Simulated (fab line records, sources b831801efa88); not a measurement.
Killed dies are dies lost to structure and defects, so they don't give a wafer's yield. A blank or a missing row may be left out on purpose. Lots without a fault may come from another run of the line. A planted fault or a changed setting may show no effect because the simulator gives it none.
One fault seen from 2 desks | flow sky130 | each desk has only its own numbers; what lay behind them comes last

THE METROLOGY DESK
What the gauges read, lot by lot, whatever tool the lot ran on: means of the sampled wafers that have a number. A lot is out of limits, marked OUT, if its mean lies more than 4 standard deviations from the usual mean; the brackets give that distance.
Columns: A = cd_nm at SKY_VT_ADJUST_HVTR_CD_MEAS_07, usual 380.9 nm; B = VT_ADJUST_HVTR_OVL at SKY_VT_ADJUST_HVTR_OVL_MEAS_08, usual 0.2 nm; C = SONOS_ONO_OXIDATION_THK at SKY_SONOS_ONO_THK_MEAS_01, usual 2.59 nm
lot  | first seen here | A     | B    | C
L341 | day 9 10:04     | 378.0 | 1.2  | 2.60
L342 | day 10 12:14    | 382.3 | 1.1  | 2.55
L346 | day 10 16:07    | 383.3 | 1.4  | 2.69
L347 | day 11 00:57    | 384.5 | 0.6  | 2.57
L352 | day 12 13:19    | 380.2 | -0.1 | 2.56
L357 | day 14 10:22    | 380.9 | -0.5 | 2.12 (-7.8) OUT
L358 | day 14 18:33    | 381.0 | 0.2  | 2.16 (-7.2) OUT
L360 | day 15 09:16    | 384.5 | 0.4  | 2.54
L361 | day 16 01:01    | 380.5 | 0.4  | 2.59
L362 | day 16 23:43    | 381.3 | -0.9 | 2.57
L363 | day 17 12:31    | 377.9 | -0.2 | 2.64
This desk's finding: out of limits on L357, L358; first on L357, day 16 22:40 (SONOS_ONO_OXIDATION_THK at SKY_SONOS_ONO_THK_MEAS_01). In limits: L341, L342, L346, L347, L352, L360, L361, L362, L363.

THE TOOL OWNER'S DESK: furnace-02
The tool's own readings at SKY_SONOS_ONO_OXIDATION_00 (stabilise 600 s, purge 300 s, target thk 2.6 nm): means of the sampled wafers that have a number, for each lot that ran on this tool. A lot is out of limits, marked OUT, if its mean lies more than 4 standard deviations from the usual mean; the brackets give that distance. Of its 9 readings 7 are shown: the one that was out of limits first, and those that lie furthest out on some lot.
Columns: A = spike_tc_centre_C at SKY_SONOS_ONO_OXIDATION_00, usual 798.8 C; B = spike_tc_lower_C at SKY_SONOS_ONO_OXIDATION_00, usual 800.7 C; C = spike_tc_top_C at SKY_SONOS_ONO_OXIDATION_00, usual 809.2 C; D = spike_tc_upper_C at SKY_SONOS_ONO_OXIDATION_00, usual 800.4 C; E = tube_center_temp_C at SKY_SONOS_ONO_OXIDATION_00, usual 800 C; F = tube_center_temp_C_max at SKY_SONOS_ONO_OXIDATION_00, usual 802.1; G = zone_power_upper_pct at SKY_SONOS_ONO_OXIDATION_00, usual 14.41 %
lot  | first seen here | A                | B                | C                | D                | E                     | F               | G
L341 | day 11 12:59    | 798.8            | 801.8            | 807.9            | 801.0            | 800                   | 801.9           | 14.52
L346 | day 12 17:38    | 797.8            | 801.5            | 808.1            | 800.2            | 800                   | 802.1           | 14.45
L347 | day 13 03:44    | 798.9            | 801.3            | 807.5            | 801.1            | 800                   | 802.0           | 14.28
L352 | day 14 17:31    | 798.5            | 800.4            | 808.5            | 800.1            | 800                   | 801.9           | 14.47
L357 | day 16 21:19    | 786.6 (-9.4) OUT | 789.0 (-8.3) OUT | 796.4 (-6.7) OUT | 789.6 (-8.3) OUT | 788 (-99 or more) OUT | 790.2 (-37) OUT | 14.08
L358 | day 17 04:10    | 786.1 (-9.8) OUT | 789.8 (-7.8) OUT | 797.6 (-6.1) OUT | 789.6 (-8.3) OUT | 788 (-99 or more) OUT | 790.4 (-37) OUT | 14.03
L362 | day 19 13:16    | 798.3            | 802.1            | 808.1            | 801.9            | 800                   | 802.3           | 14.52
This desk's finding: out of limits on L357, L358; first on L357, day 16 21:19 (spike_tc_centre_C at SKY_SONOS_ONO_OXIDATION_00). In limits: L341, L346, L347, L352, L362.

PUT TOGETHER
The tool owner's desk could have raised an alarm at day 16 21:19, on L357, L358.
The metrology desk could have raised an alarm at day 16 22:40, on L357, L358.
Of the lots named, all ran SKY_SONOS_ONO_OXIDATION_00 on furnace-02.

WHAT THE SIMULATOR HAD PUT IN
Process parameter drift: furnace-02, from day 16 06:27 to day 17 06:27, at SKY_SONOS_ONO_OXIDATION_00. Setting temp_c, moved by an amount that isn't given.
Lots struck among those shown: L357, L358.
Hours from the fault's start to each desk's first reading out of limits: the tool owner's desk, 15; the metrology desk, 16.
